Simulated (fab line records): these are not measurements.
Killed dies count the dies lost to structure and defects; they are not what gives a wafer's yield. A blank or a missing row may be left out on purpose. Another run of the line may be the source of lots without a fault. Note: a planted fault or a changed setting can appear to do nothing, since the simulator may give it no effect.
A lot that was struck, set against a sound lot    flow sky130    14 out of 708 route steps
Sound: the wafers L584.3, L584.5, L584.6. The struck wafers were L594.1, L594.3, L594.5. The cause is given at the end.
Order at every step that has rows: each side's tool, ch and its chambers, its first start. Under that, the readings that differ: sound wafers    struck wafers    difference of the means    sigmas: that difference in standard deviations of wafers without a fault.
alike: words and numbers the same on both sides, and readings whose means are apart by under 2 such deviations; not compared: readings that were withheld, readings missing a value for some wafer, numbers with overlapping values and no deviation given by the record, and bounds like >300 which may hide the same value.
A row with sigmas, a row that says differs or no value, or rows on one side alone: a step with any of these is where the two part. Non-overlapping numbers with no deviation appear without sigmas and do not part them. A reading that every wafer of one side lacks parts them only if that side has two wafers or more.

first, 1 step without rows for these wafers: SKY_CONTACT_ETCH_16 (etches BARC in N2/H2, stops on SiO2, time 45.9 s, target depth 60 nm).
SKY_CONTACT_ETCH_17: etches SiO2 in C4F8/O2/Ar, stops on Si3N4, target depth 340 nm.
  sound on rie-diel-01 ch 1,2,3, day 35 00:52; struck on rie-diel-03 ch 1,2,3, day 37 07:08
  alike: oes-product-au, rf-fwd-power-W
then, 5 steps without rows for these wafers: SKY_CONTACT_ETCH_18 (etches Si3N4 in CHF3/O2, stops on TiN, time 39 s, target depth 75 nm); SKY_CONTACT_STRIP_19 (strips in O2/N2); SKY_CONTACT_STRIP_20 (strips in post etch residue remover, time 1200 s); SKY_CONTACT_CLEAN_21 (cleans in IPA, time 180 s); SKY_CONTACT_CLEAN_22 (cleans in O3/DIW).
SKY_CONTACT_SPUTTER_23: material TiN, target thk 20 nm, time 80 s.
  sound on pvd-sputter-01, day 35 01:32; struck on pvd-sputter-03, day 37 07:49
  alike: cathode-dc-power-W, chamber-pressure-pa, throttle-valve-pct
SKY_CONTACT_CVD_24: deposits W, target thk 340 nm, time 102.12 s.
  sound on cvd-w-01 ch 0,1, day 35 01:38; struck on cvd-w-02 ch 0,1, day 37 07:53
  alike: heater-power-w
SKY_CONTACT_RS_MEAS_25: measures by four-point-probe.
  sound on film-metro-04, day 35 01:45; struck on film-metro-01, day 37 07:59
  alike: CONTACT_W_RS
SKY_CONTACT_THK_MEAS_26: measures by xrf.
  sound on film-metro-04, day 35 01:51; struck on film-metro-01, day 37 08:07
reading             sound        struck       difference  sigmas
CONTACT_W_THK (nm)  342 339 334  360 357 353  +18         +3
SKY_CONTACT_CMP_27: polishes, stops on SiO2, t overpolish 15 s, target thk 0 nm.
  sound on cmp-02 ch 0,2,3, day 35 01:59; struck on cmp-02 ch 0,1,2, day 37 08:16
  alike: motor-current-A, overpolish-run-s, time-to-endpoint-s
SKY_METAL1_SPUTTER_00: material Ti, target thk 15 nm, time 10 s.
  sound on pvd-sputter-02, day 35 02:11; struck on pvd-sputter-02, day 37 08:28
  no value came back on the struck wafers for cathode-dc-power-W (W), chamber-pressure-pa (Pa), throttle-valve-pct (%); on the sound wafers cathode-dc-power-W (W) reads 2999.1 2999.6 3000.8
SKY_METAL1_SPUTTER_01: material TiN, target thk 20 nm, time 16.7 s.
  sound on pvd-sputter-02, day 35 02:13; struck on pvd-sputter-02, day 37 08:29
  alike: cathode-dc-power-W, chamber-pressure-pa, throttle-valve-pct

== WHERE THEY PART ==
Last at SKY_METAL1_SPUTTER_00 as far as this record goes, first at SKY_CONTACT_THK_MEAS_26. Later steps at which nothing parts them and some readings are alike: SKY_METAL1_SPUTTER_01.

WHY: what the simulator had put in
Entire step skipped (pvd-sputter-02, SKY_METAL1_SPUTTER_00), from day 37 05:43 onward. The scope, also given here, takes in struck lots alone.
